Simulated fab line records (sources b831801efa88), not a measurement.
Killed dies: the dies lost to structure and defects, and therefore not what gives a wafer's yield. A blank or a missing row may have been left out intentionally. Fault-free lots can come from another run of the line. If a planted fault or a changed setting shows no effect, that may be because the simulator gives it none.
Which of the tools did it? :: flow sky130 :: 7 lots, 21 wafers sampled, at 2 steps of a route of 708

WHAT THE GAUGES SHOWED, per wafer
SKY_SPACER_THK_MEAS_01.
lot: L592
measured: day 23 06:53
on: film metro-01
SPACER_CVD_00_THK (nm): 43.1 43.2 42.8

lot: L594
measured: day 24 04:23
on: film metro-02
SPACER_CVD_00_THK (nm): 43.1 42.6 42.9

lot: L596
measured: day 24 14:58
on: film metro-02
SPACER_CVD_00_THK (nm): 43.7 43.7 43.7

lot: L599
measured: day 25 17:25
on: film metro-02
SPACER_CVD_00_THK (nm): 43.5 43.6 44.0

lot: L602
measured: day 26 22:24
on: film metro-01
SPACER_CVD_00_THK (nm): 41.9 42.0 42.8

lot: L603
measured: day 27 00:39
on: film metro-01
SPACER_CVD_00_THK (nm): 42.8 42.6 42.8

lot: L613
measured: day 30 10:22
on: film metro-02
SPACER_CVD_00_THK (nm): 53.0 53.2 53.2

EACH LOT AND THE TOOL THAT RAN IT (in order: tool; ch and the chambers of the sampled wafers; start)
lot: L592
SKY_SPACER_CVD_00: lpcvd-02 ch 0, day 23 05:41

lot: L594
SKY_SPACER_CVD_00: lpcvd-02 ch 0, day 24 02:35

lot: L596
SKY_SPACER_CVD_00: lpcvd-02 ch 1, day 24 13:44

lot: L599
SKY_SPACER_CVD_00: lpcvd-02 ch 1, day 25 16:11

lot: L602
SKY_SPACER_CVD_00: lpcvd-02 ch 1, day 26 21:11

lot: L603
SKY_SPACER_CVD_00: lpcvd-02 ch 1, day 26 23:26

lot: L613
SKY_SPACER_CVD_00: lpcvd-02 ch 1, day 30 09:08
- SKY_SPACER_CVD_00: deposits Si3N4 from DCS/NH3, target thk 43.1 nm, time 740 s.

THE ANSWER, worked out from the rows above alone
Rule: the lots themselves supply what counts as usual. Put in order of their means at a reading, lots are off if they are a third of the lots or fewer, leave a main group of 4 or more, and stand apart from it by a gap of 3 or more times the standard deviation of the main group's means; of several such gaps the widest counts. A main group is skipped when, at the precision printed for the reading in the tables above, its means are all equal. A lot without any number at a reading at which 4 lots or more have one is off too. Where the step has rows for the other lots, those lots are counted as sound.
Off: at SKY_SPACER_THK_MEAS_01 (SPACER_CVD_00_THK), L613. Main group: mean 43.0 nm, sd 0.52.
If a tool, at a process step before that reading, ran all the lots that are off and no sound lot after the first of them, it fits. The gauges at SKY_SPACER_THK_MEAS_01 are tried like those tools. 2 tools fit, lpcvd-02 at SKY_SPACER_CVD_00 and film metro-02 at SKY_SPACER_THK_MEAS_01, so this cannot tell which one it is.

WHAT HAD BEEN PUT IN BY THE SIMULATOR
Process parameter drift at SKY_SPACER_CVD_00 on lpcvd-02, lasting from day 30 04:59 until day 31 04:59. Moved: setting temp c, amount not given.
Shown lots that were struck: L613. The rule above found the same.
